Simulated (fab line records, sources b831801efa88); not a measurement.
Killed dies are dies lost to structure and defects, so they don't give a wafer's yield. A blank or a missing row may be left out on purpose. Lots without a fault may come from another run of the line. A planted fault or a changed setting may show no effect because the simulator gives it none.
Which tool did it? | flow gf180mcu | 14 lots, 42 wafers sampled, at 3 steps of a route of 602

WHAT THE GAUGES READ, wafer by wafer
GF_DNWELL_TW_MEAS_09.
lot  | measured    | on            | DNWELL_TW
L997 | day 2 14:37 | film_metro-04 | 1345 1348 1341
L999 | day 3 05:24 | film_metro-03 | 1334 1322 1328
L100 | day 3 09:44 | film_metro-04 | 1340 1348 1344
L102 | day 3 20:50 | film_metro-04 | 1346 1353 1342
L103 | day 4 01:02 | film_metro-03 | 1348 1353 1349
L107 | day 5 00:25 | film_metro-04 | 1682 1672 1681
L108 | day 5 05:43 | film_metro-03 | 1356 1352 1356
L109 | day 5 10:50 | film_metro-02 | 1685 1687 1685
L112 | day 6 04:20 | film_metro-04 | 1700 1704 1699
L113 | day 6 07:58 | film_metro-03 | 1354 1354 1353
L116 | day 7 03:19 | film_metro-02 | 1346 1345 1344
L117 | day 7 03:50 | film_metro-02 | 1348 1352 1346
L119 | day 7 15:54 | film_metro-03 | 1373 1372 1373
L120 | day 7 20:56 | film_metro-03 | 1367 1369 1369

WHICH TOOL RAN EACH LOT (tool, then ch and the chambers of the sampled wafers, then the start)
lot  | GF_STI_CMP_25                | GF_DNWELL_IMPLANT_07
L997 | cmp-02 ch 1,2,3, day 2 00:20 | implanter-01 ch 0, day 2 14:25
L999 | cmp-02 ch 0,1,2, day 2 14:23 | implanter-03 ch 0, day 3 05:10
L100 | cmp-02 ch 1,3, day 2 19:23   | implanter-01 ch 0, day 3 09:29
L102 | cmp-01 ch 1,3, day 3 05:44   | implanter-03 ch 0, day 3 20:37
L103 | cmp-01 ch 1,2,3, day 3 09:32 | implanter-03 ch 0, day 4 00:47
L107 | cmp-01 ch 0,1,3, day 4 07:29 | implanter-01 ch 0, day 4 23:51
L108 | cmp-02 ch 0,2,3, day 4 12:29 | implanter-01 ch 0, day 5 05:29
L109 | cmp-02 ch 0,1,3, day 4 18:08 | implanter-02 ch 0, day 5 10:14
L112 | cmp-01 ch 0,2,3, day 5 08:50 | implanter-03 ch 0, day 6 03:40
L113 | cmp-01 ch 1,2, day 5 14:48   | implanter-03 ch 0, day 6 07:43
L116 | cmp-01 ch 0,1,3, day 6 08:23 | implanter-03 ch 0, day 7 03:06
L117 | cmp-02 ch 0,2,3, day 6 10:17 | implanter-01 ch 0, day 7 03:35
L119 | cmp-01 ch 0,1,3, day 6 22:01 | implanter-01 ch 0, day 7 15:40
L120 | cmp-01 ch 0,1,2, day 7 02:17 | implanter-02 ch 0, day 7 20:41
- GF_STI_CMP_25: polishes, stops on Si3N4, t overpolish 33 s, target thk 524.6 nm.
- GF_DNWELL_IMPLANT_07

WHAT THE TOOLS THEMSELVES READ (means of the sampled wafers that have a number; where no wafer has one, the mark that the record gives instead)
GF_STI_CMP_25.
lot  | tool   | motor_current_A (A) | overpolish_run_s (s) | time_to_endpoint_s (s)
L997 | cmp-02 | 11.8                | 32.999               | 122
L999 | cmp-02 | 12.8                | 32.995               | 117
L100 | cmp-02 | 10.9                | 33.001               | 123
L102 | cmp-01 | 12.0                | 33.004               | 117
L103 | cmp-01 | 12.1                | 33.006               | 120
L107 | cmp-01 | 11.8                | 33.001               | 118
L108 | cmp-02 | 12.3                | 32.999               | 122
L109 | cmp-02 | 11.9                | 33.001               | 122
L112 | cmp-01 | 10.8                | 33.005               | 120
L113 | cmp-01 | 12.7                | 32.998               | 124
L116 | cmp-01 | 12.1                | 32.999               | 123
L117 | cmp-02 | 12.5                | 33.007               | 119
L119 | cmp-01 | 11.6                | 33.001               | 123
L120 | cmp-01 | 11.6                | 32.992               | 122

THE ANSWER, worked out from the rows above alone
Rule: what is usual is taken from the lots themselves. Put in order of their means at a reading, lots are off if they are a third of the lots or fewer, leave a main group of 4 or more, and stand apart from it by a gap of 3 or more times the standard deviation of the main group's means; of several such gaps the widest counts. A main group whose means are all the same, to the digits that the tables above print for the reading, isn't used. A lot without any number at a reading at which 4 lots or more have one is off too. The other lots that the step has rows for count as sound. The gauges are gone through in route order, then the tools' own readings, and for those a lot's mean is taken as printed above. The first step at which some lot is off is used, and at that step the reading that is off furthest; a lot without a number counts as furthest.
Off: L107, L109, L112, at GF_DNWELL_TW_MEAS_09 (DNWELL_TW). The main group: mean 1351, standard deviation 12.
A tool fits if, at a process step before that reading, it ran every lot that is off, and no sound lot after the first of them. The gauges at GF_DNWELL_TW_MEAS_09 are tried like those tools. None of those tried fits.

WHAT THE SIMULATOR HAD PUT IN
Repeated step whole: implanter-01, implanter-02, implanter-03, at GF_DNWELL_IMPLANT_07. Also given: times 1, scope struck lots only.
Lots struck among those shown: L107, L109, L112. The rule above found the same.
